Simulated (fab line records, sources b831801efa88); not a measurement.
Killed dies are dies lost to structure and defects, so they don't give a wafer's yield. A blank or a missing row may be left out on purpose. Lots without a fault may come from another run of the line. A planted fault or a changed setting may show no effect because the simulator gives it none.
Which tool did it? | flow sky130 | 13 lots, 39 wafers sampled, at 1 step of a route of 708

WHAT THE GAUGES READ, wafer by wafer
SKY_VT_ADJUST_HVTP_CD_MEAS_07: target cd 380 nm. Usual: cd_nm 381.1 nm, standard deviation 2.2.
lot  | measured     | on        | cd_nm (nm)        | flag
L198 | day 6 15:56  | cd_sem-02 | 381.6 381.5 382.0 |
L199 | day 7 13:06  | cd_sem-01 | 378.2 380.7 380.1 |
L200 | day 7 17:17  | cd_sem-01 | 380.0 379.6 379.2 |
L201 | day 7 18:52  | cd_sem-01 | 379.8 377.3 380.5 |
L205 | day 9 01:02  | cd_sem-01 | 377.6 380.0 381.8 |
L206 | day 9 01:20  | cd_sem-01 | 384.0 381.3 379.5 |
L209 | day 10 01:55 | cd_sem-02 | 384.1 382.7 382.4 |
L211 | day 10 08:35 | cd_sem-01 | 381.4 379.0 380.4 |
L212 | day 10 15:16 | cd_sem-02 | 382.2 384.0 383.6 |
L213 | day 10 16:53 | cd_sem-02 | 381.0 382.0 380.3 |
L215 | day 11 05:20 | cd_sem-01 | 380.6 381.1 380.4 |
L218 | day 11 22:29 | cd_sem-02 | 378.5 377.6 376.6 |
L219 | day 12 05:10 | cd_sem-02 | 378.7 382.3 380.3 |

WHICH TOOL RAN EACH LOT (tool, then ch and the chambers of the sampled wafers, then the start)
The record holds no process step before these readings.

WHAT THE TOOLS THEMSELVES READ (means of the sampled wafers that have a number; where no wafer has one, the mark that the record gives instead)
The record holds no such reading with a usual standard deviation.

THE ANSWER, worked out from the rows above alone
Rule: a lot is off if the mean of its wafers that have a number lies more than 3 standard deviations from the usual mean. A lot without any number at a reading at which 4 lots or more have one is off too. The other lots that the step has rows for count as sound. The gauges are gone through in route order, then the tools' own readings, and for those a lot's mean is taken as printed above. The first step at which some lot is off is used, and at that step the reading that is off furthest; a lot without a number counts as furthest.
No lot is off at any reading shown: from this, nothing can be told.

WHAT THE SIMULATOR HAD PUT IN
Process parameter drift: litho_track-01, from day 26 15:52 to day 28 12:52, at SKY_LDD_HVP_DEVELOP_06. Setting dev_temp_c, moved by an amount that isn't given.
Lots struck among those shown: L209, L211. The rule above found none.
